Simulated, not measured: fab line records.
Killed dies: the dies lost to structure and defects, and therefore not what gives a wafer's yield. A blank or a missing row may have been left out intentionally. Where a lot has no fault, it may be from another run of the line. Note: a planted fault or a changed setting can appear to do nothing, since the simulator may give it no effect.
One fault through the eyes of 2 desks	flow sky130	what lay behind the numbers comes last; until then each desk has only its own

== FROM THE METROLOGY DESK ==
Means of the sampled wafers that have a number, per lot and without regard to the tool the lot ran on: this is what the gauges read. Marked OUT: a lot whose mean sits more than 4 standard deviations from the usual mean, which makes it out of limits; the brackets give that distance.
Columns: A = METAL1_ALCU_THK at SKY_METAL1_THK_MEAS_06, usual 251 nm; B = VIA1_OVL at SKY_VIA1_OVL_MEAS_13, usual 2 nm
lot	first seen here	A	B
L985	day 31 08:54	249	4
L987	day 33 11:07	255	0
L989	day 33 12:36	249	4
L988	day 33 13:49	258	-7
L992	day 34 08:26	250	2
L996	day 35 00:43	254	2
L101	day 36 14:24	251	1
L102	day 36 18:41	249	3
L103	day 37 07:39	256	7
L105	day 37 18:47	254	0
L106	day 37 23:14	249	7
L107	day 38 13:49	247	3
L108	day 38 14:24	253	-0
This desk's finding: nothing out of limits on any of the 13 lots.

== THE TOOL OWNER'S DESK: litho track-03 ==
At SKY_VIA1_SOFTBAKE_08 (time 90 s), the tool's own readings, given per lot that ran on this tool as the mean of the sampled wafers with a number. Marked OUT: a lot whose mean sits more than 4 standard deviations from the usual mean, which makes it out of limits; the brackets give that distance.
Columns: A = heater power total W at SKY_VIA1_SOFTBAKE_08, usual 57.35 W; B = run length s at SKY_VIA1_SOFTBAKE_08, usual 119.15 s
lot	first seen here	A	B
L988	day 35 07:00	57.33	119.32
L992	day 36 01:00	61.04 (+34) OUT	104.41 (-67) OUT
L996	day 36 16:00	61.00 (+33) OUT	104.45 (-67) OUT
L106	day 39 14:00	57.39	119.26
L108	day 40 04:00	57.25	119.33
This desk finds L992, L996 out of limits, L992 being first, at day 36 01:00 (heater power total W at SKY_VIA1_SOFTBAKE_08). In limits: L988, L106, L108.

== ALL TOGETHER ==
The tool owner's desk could have raised an alarm at day 36 01:00, on L992, L996.
At the metrology desk, nothing out of limits was observed.
The metrology desk holds a record of L992, L996, inside its limits.
The lots listed all ran SKY_VIA1_SOFTBAKE_08 on litho track-03.

== WHAT THE SIMULATOR HAD INSERTED ==
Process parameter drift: litho track-03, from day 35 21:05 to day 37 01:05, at SKY_VIA1_SOFTBAKE_08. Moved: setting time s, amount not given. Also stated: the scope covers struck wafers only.
Shown lots that were struck: L992, L996.
Hours from the fault's start to each desk's first reading out of limits: the tool owner's desk, 4.
